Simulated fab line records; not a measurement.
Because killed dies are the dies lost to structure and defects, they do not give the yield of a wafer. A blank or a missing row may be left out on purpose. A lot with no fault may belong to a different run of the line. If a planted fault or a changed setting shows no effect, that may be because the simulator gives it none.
Comparing a struck lot with a sound one / flow sky130 / 31 out of 708 route steps
Sound: these wafers, L533.2, L533.5, L533.6. Struck: wafer L539.3. (L539.2 of the same lot was not struck and is left out.) The cause comes at the end.
At each step with rows: each side's tool, then ch and its chambers, then its first start. Under that, the readings that differ: sound wafers / struck wafers / difference of the means / sigmas: that difference in standard deviations of wafers without a fault.
alike: readings with means less than 2 such deviations apart, plus words and numbers identical on both sides. not compared: withheld readings, readings lacking a value on some wafer, bounds such as >300 that could conceal the same value, and numbers that have no deviation in the record and whose values overlap.
The two part at a step that has a row with sigmas, a row that says differs or no value, or rows on one side only. Non-overlapping numbers with no deviation appear without sigmas and do not part them. A reading that every wafer of one side lacks parts them only if that side has two wafers or more.

SKY_PWDE_OVL_MEAS_07:
  sound on overlay-01, day 4 20:10; struck on overlay-01, day 6 10:54
reading=PWDE_OVL (nm); sound=-0.9 -0.3 -0.3; struck=3.0; difference=+3.5; sigmas=+2
then, 1 step without rows for these wafers: SKY_PWDE_IMPLANT_08.
SKY_PWDE_STRIP_09: strips in O2/N2.
  sound on plasma-asher-02 ch 0,1, day 4 20:21; struck on plasma-asher-02 ch 1, day 6 11:05
reading=strip-time-to-endpoint-s (s); sound=36.83 36.89 36.75; struck=37.01; difference=+0.19; sigmas=+2
  alike: chamber-pressure-mTorr, drypump-motor-current-A, oes-product-au
  not compared: rf-hours-counter-h
SKY_PWDE_TW_MEAS_10:
  sound on film-metro-02, day 4 20:28; struck on film-metro-03, day 6 11:11
reading=PWDE_TW; sound=368.5 369.3 370.1; struck=375.0; difference=+5.7; sigmas=+3
then, 7 steps without rows for these wafers: SKY_NWELL_DEHYDRATE_03 (time 60 s); SKY_NWELL_HMDS_04 (prime time 60 s); SKY_NWELL_COAT_05 (resist thk 3000 nm); SKY_NWELL_SOFTBAKE_06; SKY_NWELL_EXPOSE_07 (exposes mask NWM, target cd 840 nm); SKY_NWELL_PEB_08; SKY_NWELL_DEVELOP_09 (develop time 60 s).
SKY_NWELL_OVL_MEAS_10:
  sound on overlay-01, day 5 14:30; struck on overlay-02, day 7 05:39
reading=NWELL_00_OVL (nm); sound=0.4 -0.7 -2.3; struck=2.3; difference=+3.2; sigmas=+2
SKY_NWELL_IMPLANT_11:
  sound on implanter-02 ch 0, day 5 14:34; struck on implanter-02 ch 0, day 7 05:42
reading=beam-on-s (s); sound=10.33 10.30 9.94; struck=8.46; difference=-1.73; sigmas=-8
reading=faraday-current-uA; sound=104.2 104.1 107.7; struck=127.0; difference=+21.7; sigmas=+9
then, 2 steps without rows for these wafers: SKY_NWELL_IMPLANT_12; SKY_NWELL_IMPLANT_13.
SKY_NWELL_STRIP_14: strips in O2/N2.
  sound on plasma-asher-03 ch 0,1, day 5 14:59; struck on plasma-asher-04 ch 1, day 7 06:08
  alike: chamber-pressure-mTorr, drypump-motor-current-A, oes-product-au, strip-time-to-endpoint-s
  not compared: rf-hours-counter-h
SKY_NWELL_TW_MEAS_15:
  sound on film-metro-03, day 5 15:05; struck on film-metro-03, day 7 06:28
reading=NWELL_TW; sound=1815 1814 1806; struck=1723; difference=-89; sigmas=-7
  not compared: hold
then, 6 steps without rows for these wafers: SKY_NWELL_HMDS_17 (prime time 60 s); SKY_NWELL_COAT_18 (resist thk 3000 nm); SKY_NWELL_SOFTBAKE_19; SKY_NWELL_EXPOSE_20 (exposes mask NWM COMPLEMENT, target cd 840 nm); SKY_NWELL_PEB_21; SKY_NWELL_DEVELOP_22 (develop time 60 s).
SKY_NWELL_OVL_MEAS_23:
  sound on overlay-01, day 6 09:15; struck on overlay-02, day 8 01:06
  alike: NWELL_01_OVL
then, 1 step without rows for these wafers: SKY_NWELL_IMPLANT_24.
SKY_NWELL_STRIP_25: strips in O2/N2.
  sound on plasma-asher-04 ch 0,1, day 6 09:26; struck on plasma-asher-04 ch 1, day 8 01:17
  alike: chamber-pressure-mTorr, drypump-motor-current-A, oes-product-au, strip-time-to-endpoint-s
  not compared: rf-hours-counter-h
SKY_NWELL_TW_MEAS_26:
  sound on film-metro-02, day 6 09:32; struck on film-metro-02, day 8 01:23
  alike: NWELL_2_TW
then, 1 step without rows for these wafers: SKY_NWELL_CLEAN_27 (cleans in SC1/SC2, time 150 s).
SKY_NWELL_RTA_28: time 30 s.
  sound on rtp-anneal-01 ch 0, day 6 09:40; struck on rtp-anneal-02 ch 0, day 8 01:31
  alike: anneal-temp-c-max, lamp-power-pct, ramp-down-c-per-s, wafer_temp_C_max
SKY_NWELL_RS_MEAS_29: measurement is done with a four-point probe.
  sound on film-metro-03, day 6 09:46; struck on film-metro-03, day 8 01:58
reading=NWELL_RS (ohm/sq); sound=622.8 624.1 625.8; struck=686.9; difference=+62.7; sigmas=+39
  not compared: hold
-- the record jumps here: 41 days lie between the struck wafers' starts before and after (it left off in module NWELL and takes up again in module PAD_OPEN, whose first step shown is number 708 of the route) --
SKY_PAD_OPEN_PROBE_99:
  sound on prober-01, day 46 18:20; struck on prober-02, day 48 15:44
reading=model.etest.nfet_16v.r-on-ohm-um; sound=1.395e+04 1.418e+04 1.403e+04; struck=1.452e+04; difference=+4.667e+02; sigmas=
reading=model.etest.res-nwell.line-ohm-um; sound=1165 1174 1195; struck=1330; difference=+152; sigmas=
reading=model.etest.res-nwell.rs-ohm-sq; sound=985.4 987.6 1000; struck=1077; difference=+86; sigmas=
reading=model.etest.res-nwell.width-nm (nm); sound=841.5 841.4 843.3; struck=821.3; difference=-20.8; sigmas=
reading=model.etest.pfet_16v.drive-ua-um; sound=240.6 236.9 239.6; struck=256.3; difference=+17.3; sigmas=
reading=model.etest.field-p.vt-v (V); sound=-43.1 -43.3 -43.35; struck=-38.48; difference=+4.77; sigmas=
reading=model.etest.pfet-g5v0d10v5.off-log10-a-um; sound=-12.66 -12.52 -12.69; struck=-12.33; difference=+0.29; sigmas=
reading=model.etest.pfet_16v.vt-v (V); sound=-1.097 -1.107 -1.097; struck=-1.071; difference=+0.029; sigmas=
  alike: killed_at_M0_to_M3, killed_at_M4_up, killed-at-contacts, killed-at-front-end, killed-at-other, killed-dies, killed-open, killed-short

== WHERE THEY PART ==
First at SKY_PWDE_OVL_MEAS_07; last, within this record, at SKY_NWELL_RS_MEAS_29. Later steps at which nothing parts them and some readings are alike: SKY_PAD_OPEN_PROBE_99.

WHY: whatever the simulator had introduced
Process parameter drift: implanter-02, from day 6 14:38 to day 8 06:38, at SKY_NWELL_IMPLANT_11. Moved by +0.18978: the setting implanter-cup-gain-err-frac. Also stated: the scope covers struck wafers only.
